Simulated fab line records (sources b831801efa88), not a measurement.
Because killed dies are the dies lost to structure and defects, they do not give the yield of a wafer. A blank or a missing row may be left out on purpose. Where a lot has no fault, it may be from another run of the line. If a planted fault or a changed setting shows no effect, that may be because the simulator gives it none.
Chamber matching | flow gf180mcu | pecvd-02 running GF_CONTACT_CVD_02: 3 sister chambers
The step deposits SiO2 from TEOS, target thk 860 nm, time 95.992 s. 3 wafers are shown with their chamber, then 10 later ones without.

== EACH WAFER AND ITS CHAMBER ==
wafer  | chamber | heaterPowerW (W)
L588.4 | 0       | 588
L589.2 | 1       | 707
L589.3 | 2       | 606

== WAFERS WHOSE CHAMBER IS MISSING ==
wafer  | heaterPowerW (W)
L589.6 | 601
L597.2 | 533
L597.4 | 785
L597.6 | 511
L598.1 | 600
L598.3 | 720
L598.5 | 796
L599.2 | 809
L599.4 | 504
L599.5 | 638

== CHAMBER TAKEN BY EACH ==
wafer  | from the rows above          | in truth
L589.6 | can't be placed: 2 or 0 or 1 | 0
L597.2 | can't be placed: 0 or 2 or 1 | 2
L597.4 | can't be placed: 1 or 2 or 0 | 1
L597.6 | can't be placed: 0 or 2 or 1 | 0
L598.1 | can't be placed: 2 or 0 or 1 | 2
L598.3 | can't be placed: 1 or 2 or 0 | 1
L598.5 | can't be placed: 1 or 2 or 0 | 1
L599.2 | can't be placed: 1 or 2 or 0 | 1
L599.4 | can't be placed: 0 or 2 or 1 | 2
L599.5 | can't be placed: 2 or 0 or 1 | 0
Placed correctly: 0 of 10. These rows do not allow placing 10 (true chamber among the candidates in 10). Number placed wrongly: 0.
How it was worked out, from the rows above alone: a wafer's distance from a chamber is the root of the sum, over the readings, of the square of ((its reading less the chamber's mean) divided by the reading's scatter). If the next closest chamber is less than 2 further off than the closest, the wafer can't be placed; otherwise it belongs to the closest. For every chamber, the mean is computed from those of its wafers that are shown. The scatter: with one shown wafer a chamber, the root of the mean of the squares of how far each hidden wafer lies from its nearest shown one.
